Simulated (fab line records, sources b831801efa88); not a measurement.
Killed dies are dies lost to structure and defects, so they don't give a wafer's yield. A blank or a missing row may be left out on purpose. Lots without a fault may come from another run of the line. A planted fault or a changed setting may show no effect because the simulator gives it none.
Chamber matching | flow sky130 | SKY_LI_CONTACT_ETCH_15 on rie_diel-03: 4 sister chambers
The step etches PSG in C4F8/O2/Ar, stops on Si, target depth 600 nm. 24 wafers are shown with their chamber, then 12 later ones without.

WAFERS WITH THEIR CHAMBER
wafer  | chamber | oes_product_au (a.u.) | rf_fwd_power_W (W)
L075.3 | 3       | 0.843                 | 1493
L075.5 | 0       | 0.851                 | 1490
L075.6 | 1       | 0.848                 | 1489
L076.1 | 3       | 0.843                 | 1498
L076.4 | 0       | 0.858                 | 1492
L076.5 | 3       | 0.843                 | 1496
L080.3 | 3       | 0.847                 | 1495
L080.5 | 3       | 0.846                 | 1489
L080.6 | 0       | 0.839                 | 1497
L081.4 | 0       | 0.846                 | 1497
L081.5 | 0       | 0.853                 | 1497
L081.6 | 1       | 0.850                 | 1492
L082.3 | 1       | 0.849                 | 1482
L082.4 | 0       | 0.846                 | 1493
L082.5 | 2       | 0.848                 | 1497
L083.3 | 2       | 0.856                 | 1502
L083.5 | 3       | 0.844                 | 1501
L083.6 | 2       | 0.853                 | 1487
L084.1 | 1       | 0.849                 | 1485
L084.2 | 3       | 0.847                 | 1488
L084.4 | 0       | 0.846                 | 1491
L087.3 | 0       | 0.849                 | 1493
L087.4 | 1       | 0.848                 | 1496
L087.6 | 2       | 0.850                 | 1493

SIGNATURES (means of the wafers above)
reading        | chamber 0 | chamber 1 | chamber 2 | chamber 3 | scatter within a chamber
oes_product_au | 0.84850   | 0.84880   | 0.85175   | 0.84471   | 0.00379
rf_fwd_power_W | 1493.75   | 1488.80   | 1494.75   | 1494.29   | 4.65
Rule: a wafer's distance from a chamber is the root of the sum, over the readings, of the square of ((its reading less the chamber's mean) divided by the reading's scatter). The wafer belongs to the nearest chamber; if the next one is less than 2 further off, it can't be placed. The scatter: the root of (the sum of the squares of (reading less its chamber's mean) over the shown wafers, divided by (wafers less chambers)).

WAFERS WITHOUT THEIR CHAMBER
wafer  | oes_product_au (a.u.) | rf_fwd_power_W (W)
L090.1 | 0.845                 | 1488
L090.2 | 0.844                 | 1494
L090.6 | 0.841                 | 1495
L091.1 | 0.834                 | 1494
L091.3 | 0.849                 | 1487
L091.4 | 0.840                 | 1489
L092.1 | 0.844                 | 1491
L092.4 | 0.848                 | 1487
L092.6 | 0.843                 | 1497
L093.1 | 0.836                 | 1489
L093.2 | 0.841                 | 1498
L093.4 | 0.842                 | 1492

WHICH CHAMBER EACH WENT THROUGH
wafer  | from the rows above               | in truth
L090.1 | can't be placed: 1 or 3 or 0 or 2 | 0
L090.2 | can't be placed: 3 or 0 or 1 or 2 | 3
L090.6 | can't be placed: 3 or 0 or 1 or 2 | 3
L091.1 | can't be placed: 3 or 0 or 1 or 2 | 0
L091.3 | can't be placed: 1 or 0 or 2 or 3 | 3
L091.4 | can't be placed: 3 or 1 or 0 or 2 | 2
L092.1 | can't be placed: 3 or 0 or 1 or 2 | 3
L092.4 | can't be placed: 1 or 0 or 3 or 2 | 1
L092.6 | can't be placed: 3 or 0 or 1 or 2 | 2
L093.1 | can't be placed: 3 or 1 or 0 or 2 | 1
L093.2 | can't be placed: 3 or 0 or 1 or 2 | 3
L093.4 | can't be placed: 3 or 0 or 1 or 2 | 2
Placed correctly: 0 of 12. Can't be placed from these rows: 12 (the true chamber is among the candidates in 12). Placed wrongly: 0.
